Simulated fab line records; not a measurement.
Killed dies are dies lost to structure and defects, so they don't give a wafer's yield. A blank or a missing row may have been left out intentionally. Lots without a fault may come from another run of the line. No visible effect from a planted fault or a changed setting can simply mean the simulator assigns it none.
Comparing a struck lot with a sound one | flow sky130 | 21 out of 708 route steps
Sound: the wafers L469.1, L469.5, L469.6. The struck wafers were L479.1, L479.4, L479.5. At the end, the cause is stated.
Order at every step that has rows: each side's tool, ch and its chambers, its first start. Under that, the readings that differ: sound wafers | struck wafers | difference of the means | sigmas: that difference in standard deviations of wafers without a fault.
alike: a reading whose means differ by less than 2 such deviations, as well as words and numbers matching on both sides. not compared: withheld readings; readings where some wafer has no value; bounds like >300 that might hide an equal value; numbers whose values overlap and for which the record gives no deviation.
Wherever a step has rows on one side only, a row that says differs or no value, or a row with sigmas, the two part there. Numbers that have no deviation but don't overlap get no sigmas and don't part them. A reading that every wafer of one side lacks parts them only if that side has two wafers or more.

first, 4 steps without rows for these wafers: SKY_LDD_HVN_SOFTBAKE_03 (time 60 s); SKY_LDD_HVN_EXPOSE_04 (exposes mask HVNTM, target cd 700 nm); SKY_LDD_HVN_PEB_05; SKY_LDD_HVN_DEVELOP_06 (develop time 60 s).
SKY_LDD_HVN_OVL_MEAS_07:
  sound on overlay-01, day 19 17:01; struck on overlay-01, day 23 22:22
  alike: LDD_HVN_OVL
next, for these wafers, 1 step has no rows: SKY_LDD_HVN_IMPLANT_08.
SKY_LDD_HVN_STRIP_09: strips in O2/N2.
  sound on plasma asher-03 ch 0,1, day 19 17:11; struck on plasma asher-01 ch 0,1, day 23 22:34
  reading                     | sound       | struck      | difference | sigmas
  drypump motor current A (A) | 6.2 6.2 6.2 | 4.9 5.8 4.9 | -1.0       | -2
  alike: n2 flow sccm, o2 flow sccm, oes product au, strip time to endpoint s
  not compared: rf hours counter h
SKY_LDD_HVN_TW_MEAS_10:
  sound on film metro-04, day 19 17:17; struck on film metro-03, day 23 22:40
  alike: LDD_HVN_TW
then, 4 steps without rows for these wafers: SKY_LDD_HVP_DEHYDRATE_00 (time 60 s); SKY_LDD_HVP_HMDS_01 (prime time 60 s); SKY_LDD_HVP_COAT_02 (resist thk 300 nm); SKY_LDD_HVP_SOFTBAKE_03 (time 60 s).
SKY_LDD_HVP_EXPOSE_04: exposes mask HVPTM, target cd 700 nm.
  sound on iline stepper-01 ch 0, day 20 08:26; struck on iline stepper-02 ch 0, day 24 13:24
  reading | sound                   | struck                  | difference | sigmas
  mask    | HVPTM#0 HVPTM#0 HVPTM#0 | HVNTM#0 HVNTM#0 HVNTM#0 | differs    |
then, 2 steps without rows for these wafers: SKY_LDD_HVP_PEB_05; SKY_LDD_HVP_DEVELOP_06 (develop time 60 s).
SKY_LDD_HVP_OVL_MEAS_07:
  sound on overlay-02, day 20 23:43; struck on overlay-02, day 25 04:04
  reading          | sound          | struck | difference                    | sigmas
  LDD_HVP_OVL (nm) | -2.4 -1.9 -2.0 | - - -  | no value on the struck wafers |
next, for these wafers, 1 step has no rows: SKY_LDD_HVP_IMPLANT_08.
SKY_LDD_HVP_STRIP_09: strips in O2/N2.
  sound on plasma asher-02 ch 0,1, day 20 23:54; struck on plasma asher-02 ch 0,1, day 25 04:15
  alike: drypump motor current A, n2 flow sccm, o2 flow sccm, oes product au, strip time to endpoint s
  not compared: rf hours counter h
SKY_LDD_HVP_TW_MEAS_10:
  sound on film metro-04, day 21 00:00; struck on film metro-02, day 25 04:21
  reading    | sound             | struck         | difference | sigmas
  LDD_HVP_TW | 464.6 461.8 461.4 | 30.2 30.3 30.1 | -432.4     | -99 or more
then, 1 step without rows for these wafers: SKY_LDD_LDN_DEHYDRATE_00 (time 60 s).
-- here the record skips 23 days between the struck wafers' starts before and after, leaving off in module LDD_LDN and picking up in module PAD_OPEN (first step shown: number 708 of the route) --
SKY_PAD_OPEN_PROBE_99:
  sound on prober-01, day 45 10:05; struck on prober-01, day 48 05:47
  reading             | sound    | struck      | difference | sigmas
  killed at front end | 22 12 17 | 418 439 411 | +406       | +99
  killed dies         | 85 80 89 | 492 492 492 | +407       | +42
  killed on rim       | 12 19 19 | 96 96 96    | +79        | +22
  alike: killed_at_M0_to_M3, killed_at_M4_up, killed at contacts, killed at other, killed open, killed short

== WHERE THEY PART ==
At SKY_LDD_HVN_STRIP_09 first; at SKY_PAD_OPEN_PROBE_99 last (within this record only).

WHY: what the simulator had put in
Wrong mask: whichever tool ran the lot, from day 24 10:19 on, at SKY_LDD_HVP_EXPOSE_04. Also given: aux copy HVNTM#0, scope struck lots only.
